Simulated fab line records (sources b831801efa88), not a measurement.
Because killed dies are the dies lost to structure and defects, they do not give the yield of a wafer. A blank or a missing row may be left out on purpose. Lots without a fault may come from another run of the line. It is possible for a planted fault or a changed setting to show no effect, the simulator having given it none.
Matching of chambers | flow sky130 | 4 sister chambers for SKY_SPACER_ETCHBACK_02 on rie diel-04
The step etches Si3N4 in CH3F/O2, stops on SiO2, time 46.7 s, target depth 45 nm. 16 wafers are shown with their chamber, then 8 later ones without.

== WAFERS, EACH WITH ITS CHAMBER ==
wafer  | chamber | drypump motor current A (A) | oes product au (a.u.) | throttle valve pct (%)
L237.2 | 2       | 5.5                         | 0.866                 | 10.559
L237.4 | 0       | 6.2                         | 0.866                 | 10.570
L237.5 | 0       | 6.2                         | 0.866                 | 10.568
L238.1 | 1       | 6.3                         | 0.867                 | 10.555
L238.3 | 2       | 5.5                         | 0.868                 | 10.563
L238.5 | 0       | 6.2                         | 0.866                 | 10.558
L240.2 | 3       | 4.9                         | 0.854                 | 10.547
L240.3 | 1       | 6.3                         | 0.854                 | 10.560
L240.6 | 1       | 6.3                         | 0.851                 | 10.565
L248.2 | 1       | 6.3                         | 0.838                 | 10.562
L248.3 | 3       | 4.9                         | 0.845                 | 10.568
L248.4 | 2       | 5.5                         | 0.834                 | 10.551
L255.1 | 1       | 6.3                         | 0.853                 | 10.551
L255.5 | 2       | 5.6                         | 0.851                 | 10.557
L255.6 | 1       | 6.3                         | 0.861                 | 10.561
L257.2 | 2       | 5.5                         | 0.850                 | 10.566

SIGNATURES (means of the wafers above)
reading                 | chamber 0 | chamber 1 | chamber 2 | chamber 3 | scatter within a chamber
drypump motor current A | 6.200     | 6.300     | 5.520     | 4.900     | 0.0258
oes product au          | 0.86600   | 0.85400   | 0.85380   | 0.84950   | 0.0104
throttle valve pct      | 10.56533  | 10.55900  | 10.55920  | 10.55750  | 0.00687
Rule: a wafer lies at a distance from a chamber equal to the root of the sum of squares, over the readings, of (its reading less the chamber's mean, divided by the reading's scatter). The wafer belongs to the nearest chamber; if the next one is less than 2 further off, it can't be placed. The scatter: the root of (the sum of the squares of (reading less its chamber's mean) over the shown wafers, divided by (wafers less chambers)).

== WAFERS WHOSE CHAMBER IS MISSING ==
wafer  | drypump motor current A (A) | oes product au (a.u.) | throttle valve pct (%)
L257.4 | 6.3                         | 0.861                 | 10.570
L257.5 | 6.3                         | 0.858                 | 10.553
L258.1 | 6.2                         | 0.855                 | 10.567
L258.2 | 5.5                         | 0.854                 | 10.557
L258.6 | 5.5                         | 0.853                 | 10.561
L259.3 | 5.5                         | 0.853                 | 10.546
L259.5 | 4.9                         | 0.857                 | 10.560
L259.6 | 5.5                         | 0.848                 | 10.555

== EACH ONE'S CHAMBER ==
wafer  | from the rows above | in truth
L257.4 | 1                   | 1
L257.5 | 1                   | 1
L258.1 | 0                   | 0
L258.2 | 2                   | 2
L258.6 | 2                   | 2
L259.3 | 2                   | 2
L259.5 | 3                   | 3
L259.6 | 2                   | 2
8 of 8 placed correctly. Left unplaced by these rows: 0. Number placed wrongly: 0.
